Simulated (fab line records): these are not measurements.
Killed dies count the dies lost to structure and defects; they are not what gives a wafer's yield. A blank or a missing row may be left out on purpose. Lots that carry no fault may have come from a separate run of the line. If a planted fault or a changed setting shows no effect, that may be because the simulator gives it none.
fab line records | flow sky130
record lots=5 wafers=15 lastDay=49
route steps=708 shown PWDE@48 NWELL@56 VT_ADJUST_HVTP@85
lots untouched by any fault: they come from a run of this same line in which no faults occurred
startH: hours from the record's opening day to when the first of the lot's shown wafers began | waitH: hours from the lot's prior step to this one | " same as the row above | L1.1+2: one row covering several wafers at once | - either no value or no given start | * or withheld: withheld | < > ~ a bound
route shown NAME@n: names a module that has steps shown in the file, with the first one's number in the route | usual: the fault-free wafers' mean and standard deviation | same: alike in all rows | chamber/n: place in a boat | sites: per-site readings | _std_site: how widely they spread, as a standard deviation | _edge_site: mean of outer sites minus mean of inner sites | radiusMm: for every site, how far away it sits from the centre of the wafer | mask NAME#n: copy n | behind: the last tool/chamber to shape the wafer | hold: why the lot went on hold/how many hours it stayed there/how the hold came to an end | device: names the non-switching transistor (n, p or np) | end of line: the route-end tests of the same wafers | a step given without rows: its recipe and nothing more | killed: dies that structure and defects cost at the first sort, which is not the same as the wafer's yield | map: a wafer's dies, x killed, . not, _ none there
set.NAME: the setting the step ran with; set.NAME@STEP: the setting that earlier step ran with | model.NAME: the simulator's own value behind a step, which no gauge read
lots seen at some steps along the route; tables by step, rows by wafer
services: from which hour (startH, from the record's first day; less than 0 if before it) a tool's chamber was out of use, for how many hours, and why
## steps
# step SKY_PWDE_SOFTBAKE_03
# recipe tempC=110 timeS=withheld
# columns lot.wafer tool chamber startH waitH
L077.3+4+6 lithoTrack-01 0 74.31 0.1
L081.3+5+6 lithoTrack-03 0 114.94 0.1
L085.4+5+6 lithoTrack-03 0 123.23 0.1
L087.2+4+6 lithoTrack-02 0 137.85 0.1
L091.1+3+5 lithoTrack-01 0 156.39 0.1
# step SKY_PWDE_EXPOSE_04
# recipe maskId=PWDEM na=0.6 sourceShape=conventional sigmaOuter=0.6 polarization=unpolarized targetCdNm=840 doseMj=214
# columns lot.wafer tool chamber startH waitH mask
L077.3+4+6 ilineStepper-01 0 - - PWDEM#0
L081.3+5+6 ilineStepper-01 0 - - PWDEM#0
L085.4+5+6 ilineStepper-02 0 - - PWDEM#0
L087.2+4+6 ilineStepper-01 0 - - PWDEM#0
L091.1+3+5 ilineStepper-01 0 - - PWDEM#0
# step SKY_PWDE_PEB_05
# recipe tempC=115 timeS=withheld
# columns lot.wafer tool chamber startH waitH
L077.3+4+6 lithoTrack-01 0 - -
L081.3+5+6 lithoTrack-02 0 - -
L085.4+5+6 lithoTrack-01 0 - -
L087.2+4+6 lithoTrack-03 0 - -
L091.1+3+5 lithoTrack-01 0 - -
# step SKY_PWDE_DEVELOP_06
# recipe wallAngleDeg=90 developer=TMAH developTimeS=60 devTempC=23
# columns lot.wafer tool chamber startH waitH
L077.3+4+6 lithoTrack-01 0 - -
L081.3+5+6 lithoTrack-02 0 - -
L085.4+5+6 lithoTrack-01 0 - -
L087.2+4+6 lithoTrack-03 0 - -
L091.1+3+5 lithoTrack-01 0 - -
# step SKY_PWDE_OVL_MEAS_07
# usual PWDE_OVL=-0.5/1.4
# columns lot.wafer tool chamber startH waitH PWDE_OVL[nm]
L077.3 overlay-02 - 82.20 - -0.3
L077.4 " - " " 1.8
L077.6 " - " " 1.4
L081.3 overlay-01 - 124.03 - 1.3
L081.5 " - " " 2.2
L081.6 " - " " 1.5
L085.4 overlay-01 - 132.41 - 1.0
L085.5 " - " " -0.4
L085.6 " - " " -1.1
L087.2 overlay-01 - 147.18 - -0.1
L087.4 " - " " 1.5
L087.6 " - " " 2.1
L091.1 overlay-02 - 166.14 - -0.3
L091.3 " - " " -1.4
L091.5 " - " " -0.3
# step SKY_PWDE_IMPLANT_08
# recipe species=B energyKev=150 doseCm2=3.6e+12 tiltDeg=withheld
# usual endStationPressureTorr=5e-06/2.8e-07
# columns lot.wafer tool chamber startH waitH endStationPressureTorr
L077.3 implanter-02 0 82.28 0.1 5.06e-06
L077.4 " 0 " " 4.59e-06
L077.6 " 0 " " 5.29e-06
L081.3 implanter-02 0 124.10 0.1 5.43e-06
L081.5 " 0 " " 5.06e-06
L081.6 " 0 " " 4.51e-06
L085.4 implanter-03 0 132.50 0.1 5.26e-06
L085.5 " 0 " " 5.09e-06
L085.6 " 0 " " 4.78e-06
L087.2 implanter-02 0 147.24 0.0 5.13e-06
L087.4 " 0 " " 4.54e-06
L087.6 " 0 " " 4.97e-06
L091.1 implanter-02 0 166.18 0.0 5.31e-06
L091.3 " 0 " " 5.5e-06
L091.5 " 0 " " 5.43e-06
# step SKY_PWDE_STRIP_09
# recipe chemistry=O2/N2 powerW=1400 pressureMtorr=1500 platenTempC=withheld o2FlowSccm=3000 n2FlowSccm=300 overashFraction=0.5
# usual chamberPressureMTorr=1500.0/1.5 drypumpMotorCurrentA=5.7/0.4 oesProductAu=0.722/0.0042 stripTimeToEndpointS=36.97/0.14
# columns lot.wafer tool chamber startH waitH chamberPressureMTorr drypumpMotorCurrentA oesProductAu rfHoursCounterH stripTimeToEndpointS
L077.3 plasmaAsher-02 0 82.41 0.1 1499.8 5.8 0.717 - 36.91
L077.4 " 1 " " 1501.5 5.9 0.722 - 36.75
L077.6 " 1 " " 1500.0 5.9 0.718 - 36.84
L081.3 plasmaAsher-04 1 124.23 0.1 1500.8 5.0 0.727 - 36.93
L081.5 " 1 " " 1498.7 4.9 0.729 - 36.94
L081.6 " 0 " " 1500.5 6.2 0.723 - 36.94
L085.4 plasmaAsher-01 1 132.61 0.1 1499.6 5.9 0.736 - 36.81
L085.5 " 0 " " 1501.6 5.3 0.723 - 36.87
L085.6 " 1 " " 1500.1 5.9 0.724 - 36.76
L087.2 plasmaAsher-01 1 147.36 0.1 1503.0 5.9 0.725 46 37.08
L087.4 " 1 " " 1500.2 5.9 0.726 - 37.00
L087.6 " 0 " " 1501.3 5.3 0.723 - 37.03
L091.1 plasmaAsher-04 1 166.33 0.1 1498.3 5.0 0.727 5 36.90
L091.3 " 1 " " 1502.6 5.0 0.722 - 36.97
L091.5 " 0 " " 1499.6 6.2 0.719 - 36.95
# step SKY_PWDE_TW_MEAS_10
# usual PWDE_TW=371.6/2
# columns lot.wafer tool chamber startH waitH PWDE_TW
L077.3 filmMetro-04 - 82.50 0.1 372.8
L077.4 " - " " 373.8
L077.6 " - " " 372.6
L081.3 filmMetro-02 - 124.32 0.1 370.2
L081.5 " - " " 371.0
L081.6 " - " " 371.8
L085.4 filmMetro-02 - 132.71 0.1 368.9
L085.5 " - " " 370.6
L085.6 " - " " 369.2
L087.2 filmMetro-02 - 147.47 0.1 370.9
L087.4 " - " " 369.7
L087.6 " - " " 367.7
L091.1 filmMetro-02 - 166.43 0.1 369.1
L091.3 " - " " 369.9
L091.5 " - " " 368.0
# step SKY_NWELL_DEHYDRATE_03
# recipe tempC=200 timeS=60
# columns lot.wafer tool chamber startH waitH
L077.3+4+6 lithoTrack-03 0 90.18 7.7
L081.3+5+6 lithoTrack-02 0 132.76 8.4
L085.4+5+6 lithoTrack-04 0 142.02 9.3
L087.2+4+6 lithoTrack-04 0 157.07 9.6
L091.1+3+5 lithoTrack-04 0 176.24 9.8
# step SKY_NWELL_HMDS_04
# recipe primeTimeS=60 primeTempC=120
# columns lot.wafer tool chamber startH waitH
L077.3+4+6 lithoTrack-03 0 90.33 0.1
L081.3+5+6 lithoTrack-02 0 132.91 0.1
L085.4+5+6 lithoTrack-04 0 142.17 0.1
L087.2+4+6 lithoTrack-04 0 157.22 0.1
L091.1+3+5 lithoTrack-04 0 176.39 0.1
# step SKY_NWELL_COAT_05
# recipe spinRpm=2000 resistThkNm=3000
# columns lot.wafer tool chamber startH waitH
L077.3+4+6 lithoTrack-03 0 90.48 0.1
L081.3+5+6 lithoTrack-02 0 133.06 0.1
L085.4+5+6 lithoTrack-04 0 142.32 0.1
L087.2+4+6 lithoTrack-04 0 157.37 0.1
L091.1+3+5 lithoTrack-04 0 176.54 0.1
# step SKY_NWELL_SOFTBAKE_06
# recipe tempC=110 timeS=withheld
# columns lot.wafer tool chamber startH waitH
L077.3+4+6 lithoTrack-03 0 90.64 0.1
L081.3+5+6 lithoTrack-02 0 133.23 0.1
L085.4+5+6 lithoTrack-04 0 142.49 0.1
L087.2+4+6 lithoTrack-04 0 157.53 0.1
L091.1+3+5 lithoTrack-04 0 176.69 0.1
# step SKY_NWELL_EXPOSE_07
# recipe maskId=NWM na=0.6 sourceShape=conventional sigmaOuter=0.6 polarization=unpolarized targetCdNm=840 doseMj=255
# columns lot.wafer tool chamber startH waitH mask
L077.3+4+6 ilineStepper-02 0 - - NWM#0
L081.3+5+6 ilineStepper-02 0 - - NWM#0
L085.4+5+6 ilineStepper-02 0 - - NWM#0
L087.2+4+6 ilineStepper-02 0 - - NWM#0
L091.1+3+5 ilineStepper-02 0 - - NWM#0
# step SKY_NWELL_PEB_08
# recipe tempC=115 timeS=withheld
# columns lot.wafer tool chamber startH waitH
L077.3+4+6 lithoTrack-04 0 - -
L081.3+5+6 lithoTrack-04 0 - -
L085.4+5+6 lithoTrack-02 0 - -
L087.2+4+6 lithoTrack-02 0 - -
L091.1+3+5 lithoTrack-02 0 - -
# step SKY_NWELL_DEVELOP_09
# recipe wallAngleDeg=90 developer=TMAH developTimeS=60 devTempC=23
# columns lot.wafer tool chamber startH waitH
L077.3+4+6 lithoTrack-04 0 - -
L081.3+5+6 lithoTrack-04 0 - -
L085.4+5+6 lithoTrack-02 0 - -
L087.2+4+6 lithoTrack-02 0 - -
L091.1+3+5 lithoTrack-02 0 - -
# step SKY_NWELL_OVL_MEAS_10
# usual NWELL_00_OVL=0.0/1.2
# columns lot.wafer tool chamber startH waitH NWELL_00_OVL[nm]
L077.3 overlay-01 - 98.96 - 0.7
L077.4 " - " " 0.5
L077.6 " - " " 1.8
L081.3 overlay-01 - 142.96 - -1.0
L081.5 " - " " 0.0
L081.6 " - " " -0.6
L085.4 overlay-02 - 152.23 - -1.0
L085.5 " - " " -0.2
L085.6 " - " " -0.3
L087.2 overlay-01 - 167.52 - 1.0
L087.4 " - " " 0.8
L087.6 " - " " 2.1
L091.1 overlay-01 - 187.26 - 1.6
L091.3 " - " " 0.9
L091.5 " - " " 0.8
# step SKY_NWELL_IMPLANT_11
# recipe species=P energyKev=400 doseCm2=1.9e+13 tiltDeg=withheld
# usual endStationPressureTorr=5.09e-06/2.5e-07
# columns lot.wafer tool chamber startH waitH endStationPressureTorr
L077.3 implanter-04 0 99.03 0.1 4.75e-06
L077.4 " 0 " " 4.87e-06
L077.6 " 0 " " 5.16e-06
L081.3 implanter-02 0 143.03 0.1 5.37e-06
L081.5 " 0 " " 4.85e-06
L081.6 " 0 " " 5.42e-06
L085.4 implanter-02 0 152.32 0.1 5.07e-06
L085.5 " 0 " " 5.05e-06
L085.6 " 0 " " 5e-06
L087.2 implanter-04 0 167.57 0.0 4.98e-06
L087.4 " 0 " " 4.85e-06
L087.6 " 0 " " 5.07e-06
L091.1 implanter-02 0 187.30 0.0 4.73e-06
L091.3 " 0 " " 5.02e-06
L091.5 " 0 " " 5.36e-06
# step SKY_NWELL_IMPLANT_12
# recipe species=P energyKev=120 doseCm2=1.3e+12 tiltDeg=withheld
# usual endStationPressureTorr=4.98e-06/2.7e-07
# columns lot.wafer tool chamber startH waitH endStationPressureTorr
L077.3 implanter-04 0 99.18 0.1 5.01e-06
L077.4 " 0 " " 4.87e-06
L077.6 " 0 " " 5.18e-06
L081.3 implanter-02 0 143.18 0.1 4.47e-06
L081.5 " 0 " " 4.93e-06
L081.6 " 0 " " 4.49e-06
L085.4 implanter-02 0 152.47 0.1 4.89e-06
L085.5 " 0 " " 4.8e-06
L085.6 " 0 " " 5.14e-06
L087.2 implanter-04 0 167.72 0.1 4.73e-06
L087.4 " 0 " " 4.95e-06
L087.6 " 0 " " 5.24e-06
L091.1 implanter-02 0 187.45 0.1 5.35e-06
L091.3 " 0 " " 5.25e-06
L091.5 " 0 " " 5.34e-06
# step SKY_NWELL_IMPLANT_13
# recipe species=P energyKev=50 doseCm2=7e+11 tiltDeg=withheld
# usual endStationPressureTorr=5.02e-06/2.4e-07
# columns lot.wafer tool chamber startH waitH endStationPressureTorr
L077.3 implanter-04 0 99.33 0.1 5.22e-06
L077.4 " 0 " " 4.93e-06
L077.6 " 0 " " 4.7e-06
L081.3 implanter-02 0 143.33 0.1 5.03e-06
L081.5 " 0 " " 4.7e-06
L081.6 " 0 " " 5.15e-06
L085.4 implanter-02 0 152.62 0.1 4.52e-06
L085.5 " 0 " " 5.07e-06
L085.6 " 0 " " 4.84e-06
L087.2 implanter-04 0 167.87 0.1 4.62e-06
L087.4 " 0 " " 5.04e-06
L087.6 " 0 " " 5.19e-06
L091.1 implanter-02 0 187.60 0.1 5.33e-06
L091.3 " 0 " " 5.19e-06
L091.5 " 0 " " 5e-06
# step SKY_NWELL_STRIP_14
# recipe chemistry=O2/N2 powerW=1400 pressureMtorr=1500 platenTempC=withheld o2FlowSccm=3000 n2FlowSccm=300 overashFraction=0.5
# usual chamberPressureMTorr=1499.9/1.2 drypumpMotorCurrentA=5.6/0.57 oesProductAu=0.722/0.0047 stripTimeToEndpointS=36.98/0.098
# columns lot.wafer tool chamber startH waitH chamberPressureMTorr drypumpMotorCurrentA oesProductAu rfHoursCounterH stripTimeToEndpointS
L077.3 plasmaAsher-02 0 99.46 0.1 1499.5 5.8 0.728 - 36.94
L077.4 " 1 " " 1498.8 5.9 0.731 - 37.03
L077.6 " 0 " " 1500.5 5.8 0.725 - 37.03
L081.3 plasmaAsher-04 0 143.46 0.1 1501.7 6.2 0.724 - 36.97
L081.5 " 0 " " 1497.3 6.2 0.717 - 37.07
L081.6 " 1 " " 1500.3 5.0 0.729 - 36.98
L085.4 plasmaAsher-02 1 152.73 0.1 1499.2 5.9 0.722 - 36.99
L085.5 " 0 " " 1499.2 5.8 0.721 - 37.05
L085.6 " 1 " " 1501.3 5.9 0.718 - 37.05
L087.2 plasmaAsher-04 1 168.00 0.1 1498.5 5.0 0.725 5 36.94
L087.4 " 0 " " 1499.8 6.2 0.724 - 36.87
L087.6 " 1 " " 1499.7 5.0 0.720 - 37.02
L091.1 plasmaAsher-04 0 187.75 0.1 1498.6 6.2 0.721 7 36.90
L091.3 " 0 " " 1500.2 6.2 0.731 - 37.02
L091.5 " 0 " " 1501.0 6.2 0.720 - 37.00
# step SKY_NWELL_TW_MEAS_15
# usual NWELL_TW=1807/8.1
# columns lot.wafer tool chamber startH waitH NWELL_TW
L077.3 filmMetro-02 - 99.55 0.1 1799
L077.4 " - " " 1804
L077.6 " - " " 1806
L081.3 filmMetro-02 - 143.55 0.1 1803
L081.5 " - " " 1817
L081.6 " - " " 1802
L085.4 filmMetro-04 - 152.83 0.1 1820
L085.5 " - " " 1809
L085.6 " - " " 1803
L087.2 filmMetro-04 - 168.11 0.1 1812
L087.4 " - " " 1799
L087.6 " - " " 1820
L091.1 filmMetro-04 - 187.85 0.1 1809
L091.3 " - " " 1801
L091.5 " - " " 1809
# step SKY_NWELL_DEHYDRATE_16
# recipe tempC=200 timeS=60
# columns lot.wafer tool chamber startH waitH
L077.3+4+6 lithoTrack-02 0 107.81 8.3
L081.3+5+6 lithoTrack-04 0 152.64 9.1
L085.4+5+6 lithoTrack-02 0 161.79 8.9
L087.2+4+6 lithoTrack-04 0 177.62 9.5
L091.1+3+5 lithoTrack-04 0 197.89 10.0
# step SKY_NWELL_HMDS_17
# recipe primeTimeS=60 primeTempC=120
# columns lot.wafer tool chamber startH waitH
L077.3+4+6 lithoTrack-02 0 107.96 0.1
L081.3+5+6 lithoTrack-04 0 152.79 0.1
L085.4+5+6 lithoTrack-02 0 161.94 0.1
L087.2+4+6 lithoTrack-04 0 177.77 0.1
L091.1+3+5 lithoTrack-04 0 198.04 0.1
# step SKY_NWELL_COAT_18
# recipe spinRpm=2000 resistThkNm=3000
# columns lot.wafer tool chamber startH waitH
L077.3+4+6 lithoTrack-02 0 108.11 0.1
L081.3+5+6 lithoTrack-04 0 152.94 0.1
L085.4+5+6 lithoTrack-02 0 162.09 0.1
L087.2+4+6 lithoTrack-04 0 177.92 0.1
L091.1+3+5 lithoTrack-04 0 198.19 0.1
# step SKY_NWELL_SOFTBAKE_19
# recipe tempC=110 timeS=withheld
# columns lot.wafer tool chamber startH waitH
L077.3+4+6 lithoTrack-02 0 108.28 0.1
L081.3+5+6 lithoTrack-04 0 153.11 0.1
L085.4+5+6 lithoTrack-02 0 162.26 0.1
L087.2+4+6 lithoTrack-04 0 178.08 0.1
L091.1+3+5 lithoTrack-04 0 198.34 0.1
# step SKY_NWELL_EXPOSE_20
# recipe maskId=NWM_COMPLEMENT na=0.6 sourceShape=conventional sigmaOuter=0.6 polarization=unpolarized targetCdNm=840 doseMj=260
# columns lot.wafer tool chamber startH waitH mask
L077.3+4+6 ilineStepper-02 0 - - NWM_COMPLEMENT#0
L081.3+5+6 ilineStepper-02 0 - - NWM_COMPLEMENT#0
L085.4+5+6 ilineStepper-02 0 - - NWM_COMPLEMENT#0
L087.2+4+6 ilineStepper-02 0 - - NWM_COMPLEMENT#0
L091.1+3+5 ilineStepper-02 0 - - NWM_COMPLEMENT#0
# step SKY_NWELL_PEB_21
# recipe tempC=115 timeS=withheld
# columns lot.wafer tool chamber startH waitH
L077.3+4+6 lithoTrack-04 0 - -
L081.3+5+6 lithoTrack-04 0 - -
L085.4+5+6 lithoTrack-04 0 - -
L087.2+4+6 lithoTrack-03 0 - -
L091.1+3+5 lithoTrack-02 0 - -
# step SKY_NWELL_DEVELOP_22
# recipe wallAngleDeg=90 developer=TMAH developTimeS=60 devTempC=23
# columns lot.wafer tool chamber startH waitH
L077.3+4+6 lithoTrack-04 0 - -
L081.3+5+6 lithoTrack-04 0 - -
L085.4+5+6 lithoTrack-04 0 - -
L087.2+4+6 lithoTrack-03 0 - -
L091.1+3+5 lithoTrack-02 0 - -
# step SKY_NWELL_OVL_MEAS_23
# usual NWELL_01_OVL=0.7/1.2
# columns lot.wafer tool chamber startH waitH NWELL_01_OVL[nm]
L077.3 overlay-01 - 117.26 - 0.4
L077.4 " - " " 0.0
L077.6 " - " " -0.3
L081.3 overlay-01 - 162.76 - 0.5
L081.5 " - " " -0.9
L081.6 " - " " 0.4
L085.4 overlay-02 - 172.21 - 0.5
L085.5 " - " " -0.7
L085.6 " - " " -0.5
L087.2 overlay-02 - 188.43 - 1.2
L087.4 " - " " -0.5
L087.6 " - " " 1.2
L091.1 overlay-01 - 209.01 - -0.4
L091.3 " - " " 1.8
L091.5 " - " " 2.1
# step SKY_NWELL_IMPLANT_24
# recipe species=B energyKev=140 doseCm2=9.2e+12 tiltDeg=withheld
# usual endStationPressureTorr=5.06e-06/2.8e-07
# columns lot.wafer tool chamber startH waitH endStationPressureTorr
L077.3 implanter-02 0 117.33 0.1 4.29e-06
L077.4 " 0 " " 5.08e-06
L077.6 " 0 " " 5.43e-06
L081.3 implanter-01 0 162.83 0.1 5.31e-06
L081.5 " 0 " " 4.69e-06
L081.6 " 0 " " 5.79e-06
L085.4 implanter-01 0 172.31 0.1 5.15e-06
L085.5 " 0 " " 4.84e-06
L085.6 " 0 " " 5.17e-06
L087.2 implanter-02 0 188.49 0.0 5.27e-06
L087.4 " 0 " " 4.91e-06
L087.6 " 0 " " 5.14e-06
L091.1 implanter-02 0 209.05 0.0 5.07e-06
L091.3 " 0 " " 5.18e-06
L091.5 " 0 " " 5.08e-06
# step SKY_NWELL_STRIP_25
# recipe chemistry=O2/N2 powerW=1400 pressureMtorr=1500 platenTempC=withheld o2FlowSccm=3000 n2FlowSccm=300 overashFraction=0.5
# usual chamberPressureMTorr=1500.1/1.3 drypumpMotorCurrentA=5.6/0.58 oesProductAu=0.723/0.0045 stripTimeToEndpointS=36.98/0.11
# columns lot.wafer tool chamber startH waitH chamberPressureMTorr drypumpMotorCurrentA oesProductAu rfHoursCounterH stripTimeToEndpointS
L077.3 plasmaAsher-03 0 117.46 0.1 1500.6 4.8 0.720 - 36.97
L077.4 " 1 " " 1503.0 6.1 0.716 - 37.01
L077.6 " 0 " " 1499.2 4.8 0.721 - 36.81
L081.3 plasmaAsher-03 1 162.96 0.1 1500.6 6.1 0.717 - 36.87
L081.5 " 1 " " 1502.7 6.1 0.723 - 36.98
L081.6 " 0 " " 1500.6 4.8 0.716 - 37.07
L085.4 plasmaAsher-04 0 172.41 0.1 1500.5 6.2 0.729 - 37.09
L085.5 " 0 " " 1500.7 6.2 0.719 - 37.00
L085.6 " 1 " " 1501.2 5.0 0.723 - 37.01
L087.2 plasmaAsher-04 0 188.61 0.1 1498.6 6.2 0.721 7 36.98
L087.4 " 1 " " 1500.4 5.0 0.719 - 36.90
L087.6 " 0 " " 1500.3 6.2 0.718 - 37.00
L091.1 plasmaAsher-04 1 209.20 0.1 1500.9 5.0 0.716 9 36.72
L091.3 " 0 " " 1497.7 6.2 0.726 - 36.68
L091.5 " 1 " " 1497.1 5.0 0.723 - 36.76
# step SKY_NWELL_TW_MEAS_26
# usual NWELL_2_TW=492.6/2.5
# columns lot.wafer tool chamber startH waitH NWELL_2_TW
L077.3 filmMetro-02 - 117.55 0.1 493.3
L077.4 " - " " 492.8
L077.6 " - " " 492.3
L081.3 filmMetro-03 - 163.05 0.1 493.5
L081.5 " - " " 495.8
L081.6 " - " " 493.7
L085.4 filmMetro-02 - 172.51 0.1 495.9
L085.5 " - " " 494.4
L085.6 " - " " 493.4
L087.2 filmMetro-02 - 188.72 0.1 495.0
L087.4 " - " " 491.6
L087.6 " - " " 493.7
L091.1 filmMetro-02 - 209.30 0.1 489.2
L091.3 " - " " 488.8
L091.5 " - " " 488.2
# step SKY_NWELL_CLEAN_27
# recipe chemistry=SC1/SC2 mix=1:4:20 tempC=70 timeS=150 dry=n2Spin
# columns lot.wafer tool chamber startH waitH
L077.3+4+6 wetBench-04 1 117.59 0.0
L081.3+5+6 wetBench-01 3 163.09 0.0
L085.4+5+6 wetBench-03 2 172.54 0.0
L087.2+4+6 wetBench-04 1 188.77 0.0
L091.1+3+5 wetBench-01 3 209.36 0.1
# step SKY_NWELL_RTA_28
# recipe tempC=1050 timeS=30 idleTempC=650 rampUpCPerS=150 rampDownCPerS=90 ambient=N2
# usual lampPowerPct=25.30/0.054 wafer_temp_C_max=1054.6/0.87
# columns lot.wafer tool chamber startH waitH lampPowerPct wafer_temp_C_max
L077.3 rtpAnneal-02 0 117.67 0.0 25.30 1055.1
L077.4 " 0 " " 25.27 1054.3
L077.6 " 0 " " 25.24 1055.0
L081.3 rtpAnneal-01 0 163.22 0.0 25.26 1055.3
L081.5 " 0 " " 25.28 1053.7
L081.6 " 0 " " 25.31 1055.1
L085.4 rtpAnneal-01 0 172.64 0.1 25.28 1054.0
L085.5 " 0 " " 25.20 1055.3
L085.6 " 0 " " 25.24 1054.8
L087.2 rtpAnneal-02 0 188.84 0.0 25.28 1056.7
L087.4 " 0 " " 25.30 1053.6
L087.6 " 0 " " 25.27 1053.6
L091.1 rtpAnneal-01 0 209.46 0.0 25.25 1053.8
L091.3 " 0 " " 25.29 1056.1
L091.5 " 0 " " 25.22 1056.3
# step SKY_NWELL_RS_MEAS_29
# recipe thkMeasGauge=four-point-probe
# usual NWELL_RS=624.9/1.7
# columns lot.wafer tool chamber startH waitH NWELL_RS[ohm/sq]
L077.3 filmMetro-04 - 117.78 0.1 627.4
L077.4 " - " " 626.9
L077.6 " - " " 624.9
L081.3 filmMetro-02 - 163.33 0.1 624.4
L081.5 " - " " 624.2
L081.6 " - " " 625.7
L085.4 filmMetro-04 - 172.75 0.1 623.5
L085.5 " - " " 625.1
L085.6 " - " " 623.8
L087.2 filmMetro-03 - 188.95 0.1 624.3
L087.4 " - " " 625.6
L087.6 " - " " 624.8
L091.1 filmMetro-03 - 209.56 0.1 624.8
L091.3 " - " " 622.8
L091.5 " - " " 626.1
# step SKY_NWELL_RS_MEAS_31
# recipe thkMeasGauge=four-point-probe
# usual PWDE_RS=5275/17
# columns lot.wafer tool chamber startH waitH PWDE_RS[ohm/sq]
L077.3 filmMetro-04 - 118.02 0.1 5266
L077.4 " - " " 5260
L077.6 " - " " 5282
L081.3 filmMetro-02 - 163.57 0.1 5260
L081.5 " - " " 5272
L081.6 " - " " 5274
L085.4 filmMetro-04 - 172.99 0.1 5271
L085.5 " - " " 5279
L085.6 " - " " 5279
L087.2 filmMetro-03 - 189.19 0.1 5311
L087.4 " - " " 5309
L087.6 " - " " 5326
L091.1 filmMetro-03 - 209.80 0.1 5288
L091.3 " - " " 5276
L091.5 " - " " 5283
# step SKY_VT_ADJUST_HVTP_DEHYDRATE_00
# recipe tempC=200 timeS=60
# columns lot.wafer tool chamber startH waitH
L077.3+4+6 lithoTrack-03 0 126.73 8.7
L081.3+5+6 lithoTrack-01 0 173.34 9.8
L085.4+5+6 lithoTrack-03 0 182.40 9.4
L087.2+4+6 lithoTrack-04 0 199.37 10.2
L091.1+3+5 lithoTrack-03 0 220.28 10.5
# step SKY_VT_ADJUST_HVTP_HMDS_01
# recipe primeTimeS=60 primeTempC=120
# columns lot.wafer tool chamber startH waitH
L077.3+4+6 lithoTrack-03 0 126.88 0.1
L081.3+5+6 lithoTrack-01 0 173.49 0.1
L085.4+5+6 lithoTrack-03 0 182.55 0.1
L087.2+4+6 lithoTrack-04 0 199.52 0.1
L091.1+3+5 lithoTrack-03 0 220.43 0.1
# step SKY_VT_ADJUST_HVTP_COAT_02
# recipe resist=NOVOLAK spinRpm=3000 resistThkNm=1140
# columns lot.wafer tool chamber startH waitH
L077.3+4+6 lithoTrack-03 0 127.03 0.1
L081.3+5+6 lithoTrack-01 0 173.64 0.1
L085.4+5+6 lithoTrack-03 0 182.70 0.1
L087.2+4+6 lithoTrack-04 0 199.67 0.1
L091.1+3+5 lithoTrack-03 0 220.58 0.1
# step SKY_VT_ADJUST_HVTP_SOFTBAKE_03
# recipe tempC=90 timeS=60 resist=NOVOLAK
# columns lot.wafer tool chamber startH waitH
L077.3+4+6 lithoTrack-03 0 127.18 0.1
L081.3+5+6 lithoTrack-01 0 173.79 0.1
L085.4+5+6 lithoTrack-03 0 182.85 0.1
L087.2+4+6 lithoTrack-04 0 199.82 0.1
L091.1+3+5 lithoTrack-03 0 220.73 0.1
# step SKY_VT_ADJUST_HVTP_EXPOSE_04
# recipe maskId=HVTPM na=0.6 sourceShape=conventional sigmaOuter=0.6 polarization=unpolarized targetCdNm=380 doseMj=140
# columns lot.wafer tool chamber startH waitH mask
L077.3+4+6 ilineStepper-02 0 - - HVTPM#0
L081.3+5+6 ilineStepper-01 0 - - HVTPM#0
L085.4+5+6 ilineStepper-01 0 - - HVTPM#0
L087.2+4+6 ilineStepper-01 0 - - HVTPM#0
L091.1+3+5 ilineStepper-01 0 - - HVTPM#0
# step SKY_VT_ADJUST_HVTP_PEB_05
# recipe tempC=withheld timeS=* resist=NOVOLAK
# columns lot.wafer tool chamber startH waitH
L077.3+4+6 lithoTrack-01 0 - -
L081.3+5+6 lithoTrack-01 0 - -
L085.4+5+6 lithoTrack-03 0 - -
L087.2+4+6 lithoTrack-03 0 - -
L091.1+3+5 lithoTrack-03 0 - -
# step SKY_VT_ADJUST_HVTP_DEVELOP_06
# recipe resist=NOVOLAK developer=TMAH developTimeS=60 devTempC=23
# columns lot.wafer tool chamber startH waitH
L077.3+4+6 lithoTrack-01 0 136.39 0.1
L081.3+5+6 lithoTrack-01 0 183.34 0.1
L085.4+5+6 lithoTrack-03 0 193.75 0.1
L087.2+4+6 lithoTrack-03 0 210.60 0.1
L091.1+3+5 lithoTrack-03 0 231.68 0.1
# step SKY_VT_ADJUST_HVTP_CD_MEAS_07
# recipe targetCdNm=380
# usual cdNm=380/3.6
# columns lot.wafer tool chamber startH waitH cdNm
L077.3 cdSem-02 - 136.53 0.1 380
L077.4 " - " " 380
L077.6 " - " " 382
L081.3 cdSem-01 - 183.48 0.1 377
L081.5 " - " " 379
L081.6 " - " " 378
L085.4 cdSem-02 - 193.99 0.2 376
L085.5 " - " " 374
L085.6 " - " " 375
L087.2 cdSem-01 - 210.89 0.3 380
L087.4 " - " " 379
L087.6 " - " " 378
L091.1 cdSem-02 - 231.83 0.1 377
L091.3 " - " " 381
L091.5 " - " " 381
# step SKY_VT_ADJUST_HVTP_OVL_MEAS_08
# usual VT_ADJUST_HVTP_OVL=-0.3/1.4
# columns lot.wafer tool chamber startH waitH VT_ADJUST_HVTP_OVL[nm]
L077.3 overlay-01 - 136.62 0.1 -1.8
L077.4 " - " " -2.4
L077.6 " - " " -2.3
L081.3 overlay-02 - 183.57 0.1 -1.7
L081.5 " - " " -1.6
L081.6 " - " " -1.2
L085.4 overlay-02 - 194.07 0.1 0.5
L085.5 " - " " 0.6
L085.6 " - " " 0.2
L087.2 overlay-02 - 211.00 0.1 -0.4
L087.4 " - " " 2.1
L087.6 " - " " 0.0
L091.1 overlay-02 - 231.95 0.1 -2.0
L091.3 " - " " -0.5
L091.5 " - " " -1.6
## services
# columns tool chamber startH hours kind
implanter-03 - 52.27 1.5 repair
implanter-03 - 59.05 4.9 pm
plasmaAsher-04 - 60.88 1.8 repair
implanter-03 - 65.30 4.9 repair
plasmaAsher-04 - 75.37 2.8 pm
ilineStepper-02 0 86.38 - calibration
ilineStepper-01 - 86.71 1.7 pm
plasmaAsher-01 - 88.70 4.3 pm
implanter-01 - 102.01 0.8 repair
plasmaAsher-04 - 108.75 9.0 pm
ilineStepper-01 - 109.37 2.6 repair
implanter-01 - 129.56 9.0 pm
implanter-04 - 130.70 1.7 repair
implanter-01 - 142.23 5.2 repair
plasmaAsher-04 - 146.98 0.7 repair
implanter-03 - 161.52 3.8 repair
implanter-03 - 170.05 3.0 pm
implanter-04 - 171.53 2.1 pm
wetBench-04 - 171.95 3.8 repair
implanter-03 - 173.32 12.2 repair
ilineStepper-02 - 175.01 0.7 repair
implanter-04 - 194.55 3.2 pm
ilineStepper-02 - 203.64 1.7 pm
lithoTrack-02 - 207.25 - consumableReplace:filter
## key
fault none
